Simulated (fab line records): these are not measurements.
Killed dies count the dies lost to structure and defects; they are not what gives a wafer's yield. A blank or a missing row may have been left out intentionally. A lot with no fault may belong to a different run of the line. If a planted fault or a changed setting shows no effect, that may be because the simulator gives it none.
fab line records    flow sky130
[record] lots = 13  wafers = 39  lastDay = 50
route steps=708 shown CONTACT@428 METAL5@662 PASSIVATION@681 PAD_OPEN@701
lots that met no fault: taken from a fault-free run of the same line
startH: start of the lot's first displayed wafer, in hours after the record's first day    waitH: hours since the lot's step before    " same as the row above    L1.1+2: a single row standing in for several wafers    - either no value or no given start    * or withheld: withheld    < > ~ a bound
route shown NAME@n: NAME is a module with steps in the file, n the number in the route of the first one    usual: mean/standard deviation taken from wafers without a fault    same: alike in all rows    chamber/n: place in a boat    sites: each site's reading    _std_site: standard deviation of those values    _edge_site: inner sites' mean taken away from outer sites' mean    radiusMm: how far each site lies from the wafer's centre    mask NAME#n: copy n    behind: the last tool/chamber to shape the wafer    hold: cause of the lot's hold/its duration in hours/its outcome    device: transistor that didn't switch, given as n, p or np    end of line: the same wafers' tests at the end of the route    a step with no rows: only its recipe    killed: not the wafer's yield, but the dies lost to structure and defects at the first sort    map: the dies of a wafer, with x for killed, . for not killed, _ for no die there
set.NAME: setting as actually run; set.NAME@STEP: the setting as run at that earlier step    model.NAME: the simulator's own value behind a step, which no gauge read
one table for each step of the route and one row for each wafer, over a sample of lots
services: a tool's chamber out of use, with start hour (startH, from the record's first day; less than 0 if before it), hours out, and reason
[[steps]]
[step SKY_CONTACT_CLEAN_22]
[recipe] chemistry = O3/DIW  dry = n2Spin
lot.wafer   tool         chamber  startH  waitH
L811.1+4+6  wetBench-02  2        738.25  0.0
L812.3+5+6  wetBench-03  0        739.36  0.0
L813.4+5+6  wetBench-01  0        757.21  0.0
L814.1+4+6  wetBench-01  0        761.70  0.0
L816.2+3+4  wetBench-02  0        761.81  0.0
L820.1+3+6  wetBench-02  0        804.26  0.0
L821.2+5+6  wetBench-03  0        817.04  0.0
L824.1+2+6  wetBench-03  2        842.11  0.0
L825.2+5+6  wetBench-01  1        857.64  0.0
L827.1+2+4  wetBench-02  3        861.51  0.0
L830.1+4+5  wetBench-02  2        894.80  0.0
L831.1+3+6  wetBench-02  0        898.55  0.0
L834.2+3+6  wetBench-03  2        905.81  0.0
[step SKY_METAL5_SPUTTER_01]
[recipe] material = TiN  targetThkNm = 20  powerW = 6500  timeS = 16.7  chamberPressurePa = 0.4
[usual] cathodeDcPowerW = 6500.0/1.1  throttleValvePct = 30.2/0.68
lot.wafer  tool           chamber  startH   waitH  cathodeDcPowerW  throttleValvePct
L811.1     pvdSputter-04  -        1009.79  0.0    6501.1           28.8
L811.4     "              -        "        "      6499.4           29.5
L811.6     "              -        "        "      6500.3           29.0
L812.3     pvdSputter-03  -        1010.74  0.0    6499.3           30.1
L812.5     "              -        "        "      6499.9           30.8
L812.6     "              -        "        "      6498.8           30.1
L813.4     pvdSputter-03  -        1028.33  0.0    6499.3           29.7
L813.5     "              -        "        "      6499.6           29.8
L813.6     "              -        "        "      6500.7           31.2
L814.1     pvdSputter-02  -        1030.25  0.0    6501.7           30.7
L814.4     "              -        "        "      6499.3           31.0
L814.6     "              -        "        "      6501.2           29.7
L816.2     pvdSputter-03  -        1030.91  0.0    6500.2           31.0
L816.3     "              -        "        "      6501.4           30.0
L816.4     "              -        "        "      6500.0           31.1
L820.1     pvdSputter-02  -        1059.69  0.0    6500.2           30.9
L820.3     "              -        "        "      6499.3           30.4
L820.6     "              -        "        "      6498.9           29.9
L821.2     pvdSputter-04  -        1073.59  0.0    6499.3           29.6
L821.5     "              -        "        "      6500.5           30.7
L821.6     "              -        "        "      6499.3           29.5
L824.1     pvdSputter-02  -        1093.61  0.0    6498.8           30.3
L824.2     "              -        "        "      6499.0           29.7
L824.6     "              -        "        "      6500.8           29.7
L825.2     pvdSputter-02  -        1103.25  0.0    6501.6           31.0
L825.5     "              -        "        "      6500.6           30.6
L825.6     "              -        "        "      6502.7           31.1
L827.1     pvdSputter-04  -        1106.27  0.0    6500.0           29.6
L827.2     "              -        "        "      6499.2           28.7
L827.4     "              -        "        "      6500.7           29.8
L830.1     pvdSputter-04  -        1133.59  0.0    6500.3           30.5
L830.4     "              -        "        "      6500.8           29.6
L830.5     "              -        "        "      6500.5           29.5
L831.1     pvdSputter-03  -        1138.29  0.0    6500.6           29.9
L831.3     "              -        "        "      6501.1           29.5
L831.6     "              -        "        "      6499.5           30.2
L834.2     pvdSputter-04  -        1144.37  0.0    6498.8           29.5
L834.3     "              -        "        "      6502.8           30.3
L834.6     "              -        "        "      6498.4           30.6
[step SKY_PASSIVATION_CVD_00]
[recipe] material = SiO2  targetThkNm = 90  tempC = 400  timeS = withheld  rfW = 600
[usual] heaterPowerW = 656/100
lot.wafer  tool      chamber  startH   waitH  heaterPowerW
L811.1     pecvd-03  2        1033.27  0.0    675
L811.4     "         0        "        "      784
L811.6     "         2        "        "      685
L812.3     pecvd-03  1        1034.59  0.0    658
L812.5     "         0        "        "      722
L812.6     "         1        "        "      669
L813.4     pecvd-02  0        1052.06  0.0    550
L813.5     "         2        "        "      582
L813.6     "         1        "        "      921
L814.1     pecvd-02  2        1053.93  0.0    652
L814.4     "         0        "        "      566
L814.6     "         2        "        "      638
L816.2     pecvd-01  2        1054.64  0.0    646
L816.3     "         0        "        "      579
L816.4     "         1        "        "      580
L820.1     pecvd-01  1        1081.93  0.0    680
L820.3     "         0        "        "      655
L820.6     "         2        "        "      724
L821.2     pecvd-02  0        1095.69  0.0    475
L821.5     "         2        "        "      655
L821.6     "         0        "        "      482
L824.1     pecvd-02  2        1115.16  0.0    606
L824.2     "         0        "        "      507
L824.6     "         0        "        "      530
L825.2     pecvd-03  0        1124.50  0.0    653
L825.5     "         0        "        "      682
L825.6     "         1        "        "      786
L827.1     pecvd-03  0        1126.14  0.0    696
L827.2     "         2        "        "      638
L827.4     "         2        "        "      637
L830.1     pecvd-02  2        1151.89  0.0    652
L830.4     "         0        "        "      549
L830.5     "         1        "        "      895
L831.1     pecvd-01  0        1157.53  0.0    535
L831.3     "         1        "        "      692
L831.6     "         1        "        "      694
L834.2     pecvd-01  2        1163.87  0.0    708
L834.3     "         1        "        "      579
L834.6     "         2        "        "      715
[step SKY_PAD_OPEN_ETCH_07]
[recipe] chemistry = CF4/O2  targetDepthNm = 725  stopOn = AlCu  sourceW = 800  biasW = 150  pressureMtorr = 150  cf4FlowSccm = 80  O2_flow_sccm = 10  timeS = 161.1
[usual] drypumpMotorCurrentA = 5.5/0.32  oesProductAu = 0.978/0.0076  throttleValvePct = 5.964/0.0088
lot.wafer  tool        chamber  startH   waitH  drypumpMotorCurrentA  oesProductAu  rfHoursCounterH  throttleValvePct
L811.1     rieDiel-04  2        1078.87  -      5.0                   0.977         20               5.979
L811.4     "           0        "        "      5.5                   0.983         10               5.972
L811.6     "           3        "        "      5.8                   0.981         -                5.946
L812.3     rieDiel-03  2        1078.97  -      5.6                   0.968         15               5.939
L812.5     "           2        "        "      5.6                   0.971         -                5.970
L812.6     "           3        "        "      5.9                   0.989         -                5.970
L813.4     rieDiel-02  3        1095.37  -      5.3                   0.991         6                5.959
L813.5     "           2        "        "      5.6                   0.987         -                5.963
L813.6     "           3        "        "      5.3                   0.974         -                5.955
L814.1     rieDiel-04  2        1096.48  -      5.0                   0.968         20               5.957
L814.4     "           3        "        "      5.7                   0.966         15               5.975
L814.6     "           0        "        "      5.5                   0.977         -                5.960
L816.2     rieDiel-03  1        1097.18  -      4.9                   0.972         30               5.953
L816.3     "           3        "        "      5.9                   0.973         24               5.964
L816.4     "           2        "        "      5.5                   0.980         15               5.977
L820.1     rieDiel-03  0        1123.02  -      4.9                   0.973         16               5.965
L820.3     "           0        "        "      4.9                   0.974         -                5.964
L820.6     "           0        "        "      4.9                   0.981         -                5.971
L821.2     rieDiel-03  0        1133.92  -      4.9                   0.969         16               5.956
L821.5     "           2        "        "      5.5                   0.963         -                5.958
L821.6     "           3        "        "      5.9                   0.988         -                5.975
L824.1     rieDiel-03  3        1151.38  -      5.9                   0.981         26               5.972
L824.2     "           1        "        "      4.9                   0.962         0                5.960
L824.6     "           2        "        "      5.6                   0.974         -                5.979
L825.2     rieDiel-02  1        1160.87  -      5.9                   0.976         12               5.964
L825.5     "           2        "        "      5.6                   0.977         -                5.977
L825.6     "           1        "        "      5.9                   0.974         -                5.953
L827.1     rieDiel-04  1        1162.43  -      5.7                   0.974         20               5.958
L827.2     "           2        "        "      5.1                   0.977         23               5.959
L827.4     "           0        "        "      5.5                   0.981         13               5.968
L830.1     rieDiel-02  2        1185.43  -      5.5                   0.973         21               5.955
L830.4     "           0        "        "      5.6                   0.988         2                5.961
L830.5     "           3        "        "      5.3                   0.987         -                5.963
L831.1     rieDiel-03  1        1189.93  -      4.9                   0.973         2                5.960
L831.3     "           3        "        "      5.9                   0.962         28               5.955
L831.6     "           2        "        "      5.6                   0.979         -                5.956
L834.2     rieDiel-04  3        1196.72  -      5.7                   0.974         18               5.964
L834.3     "           0        "        "      5.5                   0.988         15               5.970
L834.6     "           3        "        "      5.7                   0.974         -                5.964
[step SKY_PAD_OPEN_PROBE_99]
[usual] killed_at_M0_to_M3 = 43/7.2  killed_at_M4_up = 3.5/2  killedAtContacts = 24/5.2  killedAtFrontEnd = 15/4.4  killedAtOther = 0.2/0.48  killedDies = 85/9.4  killedOpen = 46/7.3  killedShort = 39/6.1
[same] grossDies = 492  killedAtBackSide = 0
lot.wafer  tool       chamber  startH   waitH  hold                     killed_at_M0_to_M3  killed_at_M4_up  killedAtContacts  killedAtFrontEnd  killedAtOther  killedDies  killedOpen  killedShort
L811.1     prober-02  -        1081.22  0.1    -                        51                  4                27                12                0              94          52          42
L811.4     prober-02  -        1081.37  0.2    -                        35                  2                32                15                0              84          50          33
L811.6     prober-02  -        1081.47  0.2    -                        46                  1                22                15                0              84          42          42
L812.3     prober-01  -        1081.44  0.2    -                        45                  5                24                13                0              87          48          39
L812.5     prober-01  -        1081.54  0.2    -                        41                  4                24                27                0              96          67          29
L812.6     prober-01  -        1081.59  0.2    -                        35                  1                21                8                 0              65          35          30
L813.4     prober-01  -        1097.87  0.2    -                        47                  3                30                11                0              91          46          45
L813.5     prober-01  -        1097.92  0.2    -                        45                  3                34                17                0              99          61          38
L813.6     prober-01  -        1097.97  0.2    -                        43                  7                32                13                0              95          55          38
L814.1     prober-02  -        1099.22  0.1    -                        23                  4                13                18                0              58          26          32
L814.4     prober-02  -        1099.37  0.2    -                        25                  8                27                20                1              81          34          47
L814.6     prober-02  -        1099.47  0.2    -                        41                  4                18                7                 0              70          37          33
L816.2     prober-01  -        1100.77  0.1    -                        52                  1                27                9                 0              89          56          33
L816.3     prober-01  -        1100.82  0.2    -                        53                  7                19                16                0              95          59          36
L816.4     prober-01  -        1100.87  0.2    -                        35                  6                21                11                0              73          38          35
L820.1     prober-01  -        1125.65  0.1    -                        36                  2                34                17                0              89          55          34
L820.3     prober-01  -        1125.75  0.2    -                        37                  4                25                13                0              79          36          40
L820.6     prober-01  -        1125.90  0.2    -                        42                  5                32                13                1              93          49          43
L821.2     prober-02  -        1136.29  0.1    awaitDispo/3.3h/release  36                  3                94                19                0              152         48          36
L821.5     prober-02  -        1136.44  0.2    awaitDispo/3.3h/release  42                  7                83                13                0              145         43          40
L821.6     prober-02  -        1136.49  0.2    awaitDispo/3.3h/release  34                  4                101               14                0              153         40          37
L824.1     prober-02  -        1153.69  0.1    awaitDispo/3.9h/release  32                  2                90                7                 0              131         34          29
L824.2     prober-02  -        1153.74  0.1    awaitDispo/3.9h/release  38                  4                90                12                1              145         31          40
L824.6     prober-02  -        1153.94  0.2    awaitDispo/3.9h/release  44                  2                88                12                0              146         44          34
L825.2     prober-01  -        1163.24  0.1    -                        39                  5                17                10                1              72          38          34
L825.5     prober-01  -        1163.39  0.2    -                        45                  2                26                16                0              89          47          42
L825.6     prober-01  -        1163.44  0.2    -                        58                  1                20                12                0              91          56          35
L827.1     prober-02  -        1165.06  0.1    -                        38                  4                30                13                3              88          40          44
L827.2     prober-02  -        1165.11  0.1    -                        39                  4                27                13                2              85          43          40
L827.4     prober-02  -        1165.21  0.2    -                        45                  4                21                11                0              81          42          39
L830.1     prober-02  -        1187.74  0.1    -                        42                  2                27                13                0              84          43          41
L830.4     prober-02  -        1187.89  0.2    -                        41                  2                23                15                0              81          46          35
L830.5     prober-02  -        1187.94  0.2    -                        40                  5                28                14                0              87          52          35
L831.1     prober-02  -        1192.27  0.1    -                        39                  5                28                16                1              89          44          45
L831.3     prober-02  -        1192.37  0.2    -                        51                  4                27                11                0              93          57          36
L831.6     prober-02  -        1192.52  0.2    -                        29                  6                30                12                0              77          46          31
L834.2     prober-02  -        1199.09  0.1    -                        48                  6                21                22                0              97          45          52
L834.3     prober-02  -        1199.14  0.2    -                        47                  2                23                20                0              92          43          47
L834.6     prober-02  -        1199.29  0.2    -                        50                  5                20                19                0              94          45          49
// killed by level:class
L811.1 VIA1:geometricParticle:open=13 VIA3:geometricParticle:open=10 METAL1:geometricParticle:short=9 LI_CONTACT:geometricParticle:open=8 CONTACT:geometricParticle:open=8 VIA1:geometricParticle:short=7 LOCAL_INTERCONNECT:geometricParticle:short=5 VIA2:geometricParticle:open=4
L811.4 CONTACT:geometricParticle:open=12 LI_CONTACT:geometricParticle:open=8 VIA1:geometricParticle:open=8 VIA3:geometricParticle:open=8 FIELD_ISO:geometricParticle:short=5 CONTACT:geometricParticle:short=4 VIA1:geometricParticle:short=4 METAL2:geometricParticle:short=4
L812.3 CONTACT:geometricParticle:open=12 LI_CONTACT:geometricParticle:open=9 VIA1:geometricParticle:open=8 FIELD_ISO:geometricParticle:short=7 METAL1:geometricParticle:short=6 VIA2:geometricParticle:open=6 FIELD_ISO:geometricParticle:open=4 METAL2:geometricParticle:short=4
L811.6 VIA1:geometricParticle:open=13 LI_CONTACT:geometricParticle:open=8 METAL2:geometricParticle:short=7 LOCAL_INTERCONNECT:geometricParticle:short=5 METAL1:geometricParticle:short=5 VIA3:geometricParticle:open=5 FIELD_ISO:geometricParticle:short=4 VIA2:geometricParticle:open=4
L812.5 VIA1:geometricParticle:open=16 CONTACT:geometricParticle:open=11 LI_CONTACT:geometricParticle:open=10 FIELD_ISO:geometricParticle:open=9 POLY_GATE:geometricParticle:open=7 POLY_GATE:geometricParticle:short=6 VIA3:geometricParticle:open=6 FIELD_ISO:geometricParticle:short=4
L812.6 CONTACT:geometricParticle:open=7 METAL1:geometricParticle:short=7 VIA1:geometricParticle:open=7 LI_CONTACT:geometricParticle:open=6 VIA1:geometricParticle:short=6 CONTACT:geometricParticle:short=4 METAL2:geometricParticle:short=4 VIA3:geometricParticle:open=4
L813.4 CONTACT:geometricParticle:open=10 LI_CONTACT:geometricParticle:open=7 VIA1:geometricParticle:open=7 METAL2:geometricParticle:short=7 VIA2:geometricParticle:open=7 VIA3:geometricParticle:open=6 LI_CONTACT:geometricParticle:short=5 METAL1:geometricParticle:short=5
L813.5 VIA1:geometricParticle:open=16 CONTACT:geometricParticle:open=13 CONTACT:geometricParticle:short=10 LI_CONTACT:geometricParticle:open=7 VIA2:geometricParticle:open=6 VIA1:geometricParticle:short=5 FIELD_ISO:geometricParticle:open=4 METAL1:geometricParticle:short=4
L813.6 VIA2:geometricParticle:open=10 LI_CONTACT:geometricParticle:open=8 CONTACT:geometricParticle:open=7 VIA1:geometricParticle:open=7 VIA3:geometricParticle:open=6 VIA1:geometricParticle:short=5 FIELD_ISO:geometricParticle:open=4 LI_CONTACT:geometricParticle:short=4
L814.1 VIA1:geometricParticle:open=6 LI_CONTACT:geometricParticle:open=5 METAL1:geometricParticle:open=4 FIELD_ISO:geometricParticle:short=3 FIELD_ISO:geometricParticle:open=3 POLY_GATE:geometricParticle:short=3 POLY_CUT:geometricParticle:short=3 CONTACT:geometricParticle:short=3
L814.4 CONTACT:geometricParticle:open=8 FIELD_ISO:geometricParticle:short=7 LOCAL_INTERCONNECT:geometricParticle:short=7 METAL4:geometricParticle:short=5 LI_CONTACT:geometricParticle:open=4 CONTACT:geometricParticle:short=4 VIA1:geometricParticle:short=4 METAL2:geometricParticle:short=4
L814.6 CONTACT:geometricParticle:open=10 VIA2:geometricParticle:open=8 VIA1:geometricParticle:open=7 VIA3:geometricParticle:open=7 METAL2:geometricParticle:short=6 METAL3:geometricParticle:short=4 LOCAL_INTERCONNECT:geometricParticle:short=3 CONTACT:geometricParticle:short=3
L816.2 VIA1:geometricParticle:open=13 VIA3:geometricParticle:open=12 LI_CONTACT:geometricParticle:open=10 CONTACT:geometricParticle:open=8 LI_CONTACT:geometricParticle:short=5 VIA3:geometricParticle:short=5 METAL1:geometricParticle:open=4 METAL1:geometricParticle:short=4
L816.3 VIA1:geometricParticle:open=14 VIA2:geometricParticle:open=12 CONTACT:geometricParticle:open=10 VIA1:geometricParticle:short=7 VIA3:geometricParticle:open=7 POLY_GATE:geometricParticle:short=6 FIELD_ISO:geometricParticle:open=5 METAL1:geometricParticle:short=5
L816.4 CONTACT:geometricParticle:open=9 FIELD_ISO:geometricParticle:short=6 METAL3:geometricParticle:short=6 VIA3:geometricParticle:open=6 VIA2:geometricParticle:open=5 VIA3:geometricParticle:short=4 LI_CONTACT:geometricParticle:open=4 VIA1:geometricParticle:open=4
L820.1 CONTACT:geometricParticle:open=15 LI_CONTACT:geometricParticle:open=11 VIA2:geometricParticle:open=9 VIA1:geometricParticle:open=8 FIELD_ISO:geometricParticle:short=7 METAL2:geometricParticle:short=5 VIA3:geometricParticle:open=4 POLY_GATE:geometricParticle:short=3
L820.3 CONTACT:geometricParticle:short=9 METAL1:geometricParticle:short=8 CONTACT:geometricParticle:open=7 VIA1:geometricParticle:open=6 VIA2:geometricParticle:open=5 FIELD_ISO:geometricParticle:short=4 LI_CONTACT:geometricParticle:short=3 POLY_GATE:geometricParticle:short=3
L820.6 CONTACT:geometricParticle:open=12 LI_CONTACT:geometricParticle:open=8 VIA2:geometricParticle:open=8 METAL1:geometricParticle:short=7 VIA1:geometricParticle:open=7 VIA1:geometricParticle:short=5 LI_CONTACT:geometricParticle:short=4 CONTACT:geometricParticle:short=4
L821.2 CONTACT:unspecified=67 CONTACT:geometricParticle:open=12 VIA1:geometricParticle:open=8 POLY_GATE:geometricParticle:open=6 LI_CONTACT:geometricParticle:short=6 VIA2:geometricParticle:open=6 VIA1:geometricParticle:short=5 METAL2:geometricParticle:short=4
L821.5 CONTACT:unspecified=62 VIA1:geometricParticle:open=8 CONTACT:geometricParticle:open=8 VIA3:geometricParticle:open=8 METAL1:geometricParticle:short=7 METAL4:geometricParticle:short=6 LI_CONTACT:geometricParticle:open=5 METAL2:geometricParticle:short=5
L821.6 CONTACT:unspecified=76 VIA1:geometricParticle:open=11 CONTACT:geometricParticle:open=9 FIELD_ISO:geometricParticle:short=4 FIELD_ISO:geometricParticle:open=4 LOCAL_INTERCONNECT:geometricParticle:short=4 CONTACT:geometricParticle:short=4 METAL2:geometricParticle:open=4
L824.1 CONTACT:unspecified=68 CONTACT:geometricParticle:open=9 VIA1:geometricParticle:open=9 VIA1:geometricParticle:short=5 LI_CONTACT:geometricParticle:open=4 LOCAL_INTERCONNECT:geometricParticle:short=4 CONTACT:geometricParticle:short=4 POLY_GATE:geometricParticle:short=3
L824.2 CONTACT:unspecified=74 METAL1:geometricParticle:short=13 VIA1:geometricParticle:open=8 LI_CONTACT:geometricParticle:open=7 VIA1:geometricParticle:short=5 METAL2:geometricParticle:short=5 POLY_GATE:geometricParticle:short=4 FIELD_ISO:geometricParticle:short=3
L824.6 CONTACT:unspecified=68 VIA1:geometricParticle:open=8 VIA1:geometricParticle:short=7 VIA3:geometricParticle:open=7 CONTACT:geometricParticle:open=6 VIA2:geometricParticle:open=6 LI_CONTACT:geometricParticle:open=5 FIELD_ISO:geometricParticle:short=4
L825.2 VIA1:geometricParticle:open=9 CONTACT:geometricParticle:open=7 LOCAL_INTERCONNECT:geometricParticle:short=6 METAL1:geometricParticle:short=5 METAL2:geometricParticle:short=5 VIA2:geometricParticle:open=5 POLY_GATE:geometricParticle:open=4 VIA3:geometricParticle:open=4
L825.5 VIA1:geometricParticle:open=9 LI_CONTACT:geometricParticle:open=8 CONTACT:geometricParticle:open=7 VIA1:geometricParticle:short=7 VIA3:geometricParticle:open=7 POLY_GATE:geometricParticle:open=5 CONTACT:geometricParticle:short=5 FIELD_ISO:geometricParticle:short=4
L825.6 VIA1:geometricParticle:open=20 VIA3:geometricParticle:open=9 CONTACT:geometricParticle:open=7 CONTACT:geometricParticle:short=6 VIA2:geometricParticle:open=6 FIELD_ISO:geometricParticle:short=5 METAL1:geometricParticle:short=5 VIA1:geometricParticle:short=4
L827.1 CONTACT:geometricParticle:open=10 VIA1:geometricParticle:open=9 CONTACT:geometricParticle:short=7 VIA1:geometricParticle:short=6 VIA3:geometricParticle:open=5 METAL1:geometricParticle:short=5 METAL2:geometricParticle:short=5 FIELD_ISO:geometricParticle:short=4
L827.2 LI_CONTACT:geometricParticle:open=7 CONTACT:geometricParticle:open=7 CONTACT:geometricParticle:short=7 VIA1:geometricParticle:open=7 VIA3:geometricParticle:open=7 METAL1:geometricParticle:short=6 VIA1:geometricParticle:short=5 METAL2:geometricParticle:short=5
L827.4 VIA1:geometricParticle:open=10 CONTACT:geometricParticle:open=8 VIA2:geometricParticle:open=8 VIA1:geometricParticle:short=7 VIA3:geometricParticle:short=6 LI_CONTACT:geometricParticle:open=5 METAL1:geometricParticle:short=4 METAL2:geometricParticle:short=4
L830.1 VIA1:geometricParticle:open=12 CONTACT:geometricParticle:open=8 METAL2:geometricParticle:short=8 LI_CONTACT:geometricParticle:open=6 LOCAL_INTERCONNECT:geometricParticle:short=6 VIA3:geometricParticle:open=5 FIELD_ISO:geometricParticle:open=4 VIA2:geometricParticle:open=4
L830.4 LI_CONTACT:geometricParticle:open=11 VIA1:geometricParticle:open=9 FIELD_ISO:geometricParticle:short=7 VIA1:geometricParticle:short=6 CONTACT:geometricParticle:open=6 VIA3:geometricParticle:open=6 VIA3:geometricParticle:short=5 METAL1:geometricParticle:short=4
L830.5 VIA1:geometricParticle:open=15 LI_CONTACT:geometricParticle:open=8 CONTACT:geometricParticle:open=8 VIA3:geometricParticle:open=5 CONTACT:geometricParticle:short=5 METAL4:geometricParticle:short=5 LOCAL_INTERCONNECT:geometricParticle:short=4 METAL2:geometricParticle:short=4
L831.1 CONTACT:geometricParticle:open=10 LOCAL_INTERCONNECT:geometricParticle:short=9 VIA1:geometricParticle:open=8 VIA2:geometricParticle:open=7 POLY_GATE:geometricParticle:short=4 CONTACT:geometricParticle:short=4 METAL2:geometricParticle:short=4 VIA3:geometricParticle:open=4
L831.3 VIA1:geometricParticle:open=14 LI_CONTACT:geometricParticle:open=10 VIA3:geometricParticle:open=10 METAL1:geometricParticle:short=6 FIELD_ISO:geometricParticle:open=5 CONTACT:geometricParticle:open=5 VIA2:geometricParticle:open=5 LI_CONTACT:geometricParticle:short=4
L831.6 CONTACT:geometricParticle:open=17 VIA1:geometricParticle:open=6 LI_CONTACT:geometricParticle:open=5 METAL2:geometricParticle:short=5 LOCAL_INTERCONNECT:geometricParticle:short=4 CONTACT:geometricParticle:short=4 VIA3:geometricParticle:open=4 VIA2:geometricParticle:open=4
L834.2 CONTACT:geometricParticle:open=11 METAL1:geometricParticle:short=11 VIA1:geometricParticle:open=9 VIA2:geometricParticle:short=8 POLY_GATE:geometricParticle:short=6 FIELD_ISO:geometricParticle:open=5 LI_CONTACT:geometricParticle:open=4 METAL4:geometricParticle:short=4
L834.3 VIA1:geometricParticle:open=8 VIA1:geometricParticle:short=7 CONTACT:geometricParticle:open=7 METAL1:geometricParticle:short=7 POLY_GATE:geometricParticle:short=6 METAL2:geometricParticle:short=6 CONTACT:geometricParticle:short=5 VIA2:geometricParticle:open=5
L834.6 VIA1:geometricParticle:open=10 POLY_GATE:geometricParticle:open=8 VIA3:geometricParticle:open=7 CONTACT:geometricParticle:open=6 POLY_GATE:geometricParticle:short=5 METAL1:geometricParticle:short=5 METAL2:geometricParticle:short=5 VIA2:geometricParticle:short=5
[[services]]
tool           chamber  startH   hours  kind
pecvd-02       -        715.34   1.0    repair
wetBench-02    -        726.85   2.0    repair
rieDiel-03     2        728.26   7.5    repair
pecvd-02       2        847.71   5.1    repair
pvdSputter-04  -        886.72   13.6   repair
pecvd-02       -        911.66   6.0    pm
pecvd-02       -        938.60   5.5    pm
pecvd-02       -        944.52   3.1    repair
pecvd-02       -        958.55   92.1   repair
pvdSputter-04  -        961.59   1.0    repair
rieDiel-03     -        973.50   1.0    repair
pecvd-02       0        978.44   2.0    repair
pecvd-02       -        994.87   1.4    repair
pecvd-02       2        1013.16  6.6    repair
pecvd-02       -        1066.85  1.5    repair
pecvd-02       0        1074.70  4.4    repair
rieDiel-03     3        1081.90  4.7    repair
rieDiel-03     -        1107.20  0.3    repair
pecvd-02       1        1112.97  6.5    repair
rieDiel-03     3        1122.76  2.9    repair
pecvd-02       1        1159.85  12.5   repair
pvdSputter-04  -        1164.43  4.9    repair
rieDiel-03     0        1173.04  8.7    repair
rieDiel-03     0        1192.51  1.4    repair
[[key]]
[firstSign] step = SKY_PAD_OPEN_PROBE_99  reading = killedAtContacts  direction = up  sigmas = 13  usual = 24  struck = 91
[effect] step = SKY_PAD_OPEN_PROBE_99  reading = killedDies  direction = up  sigmas = 6.4  usual = 85  struck = 145
metAt SKY_CONTACT_CLEAN_22
struckLots L821,L824
testerLeftOut L821,L824
notActingAt SKY_METAL5_SPUTTER_01,SKY_PASSIVATION_CVD_00,SKY_PAD_OPEN_ETCH_07
onsetBetween 739.36 817.04
[fault] kind = chamberParticleSource  tool = wetBench-03  chamber = -  onsetH = 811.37  steps = SKY_CONTACT_CLEAN_22  ratePerVisitCm2 = 2.0732  endH = 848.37
// testerLeftOut: of these lots the tester's yield and bins aren't shown, on N5 and GAA mostly nor the transistor test; their killed dies are dies lost to structure and defects alone, not to doping, threshold or leakage, so they don't give the yield
